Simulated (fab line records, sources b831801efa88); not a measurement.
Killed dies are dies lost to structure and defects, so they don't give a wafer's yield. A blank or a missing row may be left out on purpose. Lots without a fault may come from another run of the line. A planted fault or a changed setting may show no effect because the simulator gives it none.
Which tool did it? | flow gf180mcu | 13 lots, 39 wafers sampled, at 5 steps of a route of 602

WHAT THE GAUGES READ, wafer by wafer
GF_M4_THK_MEAS_06: measures by xrf.
lot  | measured     | on            | M4_ALCU_THK (nm)
L543 | day 23 00:54 | film_metro-02 | 453 461 457
L545 | day 23 17:32 | film_metro-03 | 468 466 462
L547 | day 24 02:49 | film_metro-02 | 469 467 468
L548 | day 24 14:21 | film_metro-03 | 455 448 452
L549 | day 25 03:10 | film_metro-04 | 450 453 444
L550 | day 25 05:40 | film_metro-02 | 464 457 458
L551 | day 25 14:43 | film_metro-04 | 456 459 454
L552 | day 26 04:37 | film_metro-02 | 457 457 452
L555 | day 26 22:23 | film_metro-04 | 442 442 449
L557 | day 27 13:04 | film_metro-02 | 443 450 442
L563 | day 29 10:48 | film_metro-04 | 454 453 459
L565 | day 29 20:20 | film_metro-04 | 448 454 449
L564 | day 29 22:18 | film_metro-02 | 453 456 452

GF_V4_CD_MEAS_14: target cd 260 nm.
lot  | measured     | on        | cd_nm (nm)
L543 | day 24 23:04 | cd_sem-01 | 258.5 258.6 260.5
L545 | day 25 13:27 | cd_sem-02 | 262.5 261.7 261.1
L547 | day 25 22:52 | cd_sem-02 | 259.3 259.9 259.8
L548 | day 26 09:41 | cd_sem-02 | 260.8 259.8 260.4
L549 | day 26 22:57 | cd_sem-02 | 260.6 261.7 261.2
L550 | day 27 01:30 | cd_sem-02 | 262.2 261.4 261.5
L551 | day 27 10:09 | cd_sem-01 | 260.9 260.3 260.3
L552 | day 27 21:26 | cd_sem-01 | 260.9 259.6 260.5
L555 | day 28 15:15 | cd_sem-01 | 267.8 267.9 267.3
L557 | day 29 04:04 | cd_sem-02 | 270.2 271.8 268.8
L563 | day 30 23:50 | cd_sem-01 | 258.6 258.8 258.7
L565 | day 31 09:46 | cd_sem-01 | 259.2 258.5 258.3
L564 | day 31 11:28 | cd_sem-01 | 257.4 259.2 257.9

GF_V4_OVL_MEAS_15.
lot  | measured     | on         | V4_OVL (nm)
L543 | day 24 23:11 | overlay-01 | 7 9 2
L545 | day 25 13:34 | overlay-01 | 9 0 -3
L547 | day 25 22:59 | overlay-02 | -1 -2 0
L548 | day 26 09:48 | overlay-01 | 3 2 11
L549 | day 26 23:04 | overlay-02 | -2 0 -2
L550 | day 27 01:37 | overlay-02 | 0 0 0
L551 | day 27 10:15 | overlay-02 | -1 5 -2
L552 | day 27 21:32 | overlay-01 | -1 -4 4
L555 | day 28 15:22 | overlay-02 | -7 -3 -2
L557 | day 29 04:11 | overlay-01 | 5 6 4
L563 | day 30 23:57 | overlay-01 | 7 15 7
L565 | day 31 09:52 | overlay-01 | 7 0 6
L564 | day 31 11:34 | overlay-01 | 5 7 5

WHICH TOOL RAN EACH LOT (tool, then ch and the chambers of the sampled wafers, then the start)
lot  | GF_M4_SPUTTER_02             | GF_V4_PEB_12
L543 | pvd_sputter-04, day 23 00:41 | litho_track-03 ch 0, day 24 22:44
L545 | pvd_sputter-02, day 23 17:19 | litho_track-03 ch 0, day 25 13:06
L547 | pvd_sputter-02, day 24 02:35 | litho_track-03 ch 0, day 25 22:32
L548 | pvd_sputter-01, day 24 14:08 | litho_track-04 ch 0, day 26 09:20
L549 | pvd_sputter-01, day 25 02:57 | litho_track-01 ch 0, day 26 22:36
L550 | pvd_sputter-04, day 25 05:28 | litho_track-03 ch 0, day 27 01:09
L551 | pvd_sputter-04, day 25 14:29 | litho_track-04 ch 0, day 27 09:49
L552 | pvd_sputter-02, day 26 04:23 | litho_track-03 ch 0, day 27 21:07
L555 | pvd_sputter-01, day 26 22:10 | litho_track-03 ch 0, day 28 14:54
L557 | pvd_sputter-01, day 27 12:50 | litho_track-03 ch 0, day 29 03:44
L563 | pvd_sputter-02, day 29 10:35 | litho_track-04 ch 0, day 30 23:29
L565 | pvd_sputter-04, day 29 20:07 | litho_track-01 ch 0, day 31 09:26
L564 | pvd_sputter-04, day 29 22:05 | litho_track-01 ch 0, day 31 11:08
- GF_M4_SPUTTER_02: material AlCu, target thk 450 nm, time 23.9 s.
- GF_V4_PEB_12: peb time 90 s.

WHAT THE TOOLS THEMSELVES READ (means of the sampled wafers that have a number; where no wafer has one, the mark that the record gives instead)
GF_M4_SPUTTER_02.
lot  | tool           | throttle_valve_pct (%)
L543 | pvd_sputter-04 | 31.4
L545 | pvd_sputter-02 | 29.8
L547 | pvd_sputter-02 | 29.9
L548 | pvd_sputter-01 | 30.6
L549 | pvd_sputter-01 | 30.1
L550 | pvd_sputter-04 | 29.7
L551 | pvd_sputter-04 | 30.5
L552 | pvd_sputter-02 | 30.4
L555 | pvd_sputter-01 | 30.1
L557 | pvd_sputter-01 | 29.3
L563 | pvd_sputter-02 | 30.3
L565 | pvd_sputter-04 | 30.6
L564 | pvd_sputter-04 | 30.9

GF_V4_PEB_12.
lot  | tool           | heater_power_total_W (W) | plate_temp_C (C)
L543 | litho_track-03 | 85.66                    | 135.08
L545 | litho_track-03 | 85.73                    | 134.78
L547 | litho_track-03 | 85.62                    | 135.02
L548 | litho_track-04 | 85.62                    | 134.84
L549 | litho_track-01 | 85.63                    | 135.07
L550 | litho_track-03 | 85.68                    | 134.95
L551 | litho_track-04 | 85.67                    | 135.12
L552 | litho_track-03 | 85.64                    | 135.05
L555 | litho_track-03 | 88.76                    | 138.84
L557 | litho_track-03 | 88.77                    | 138.62
L563 | litho_track-04 | 85.72                    | 134.98
L565 | litho_track-01 | 85.61                    | 134.92
L564 | litho_track-01 | 85.69                    | 134.98

THE ANSWER, worked out from the rows above alone
Rule: what is usual is taken from the lots themselves. Put in order of their means at a reading, lots are off if they are a third of the lots or fewer, leave a main group of 4 or more, and stand apart from it by a gap of 3 or more times the standard deviation of the main group's means; of several such gaps the widest counts. A main group whose means are all the same, to the digits that the tables above print for the reading, isn't used. A lot without any number at a reading at which 4 lots or more have one is off too. The other lots that the step has rows for count as sound. The gauges are gone through in route order, then the tools' own readings, and for those a lot's mean is taken as printed above. The first step at which some lot is off is used, and at that step the reading that is off furthest; a lot without a number counts as furthest.
Off: L555, L557, at GF_V4_CD_MEAS_14 (cd_nm). The main group: mean 260.0 nm, standard deviation 1.2.
A tool fits if, at a process step before that reading, it ran every lot that is off, and no sound lot after the first of them. The gauges at GF_V4_CD_MEAS_14 aren't tried: what is off there is off at GF_V4_PEB_12 too, on other tools, and a gauge's error can't cause that. Can't be told from this: 2 tools fit, pvd_sputter-01 at GF_M4_SPUTTER_02, litho_track-03 at GF_V4_PEB_12.

WHAT THE SIMULATOR HAD PUT IN
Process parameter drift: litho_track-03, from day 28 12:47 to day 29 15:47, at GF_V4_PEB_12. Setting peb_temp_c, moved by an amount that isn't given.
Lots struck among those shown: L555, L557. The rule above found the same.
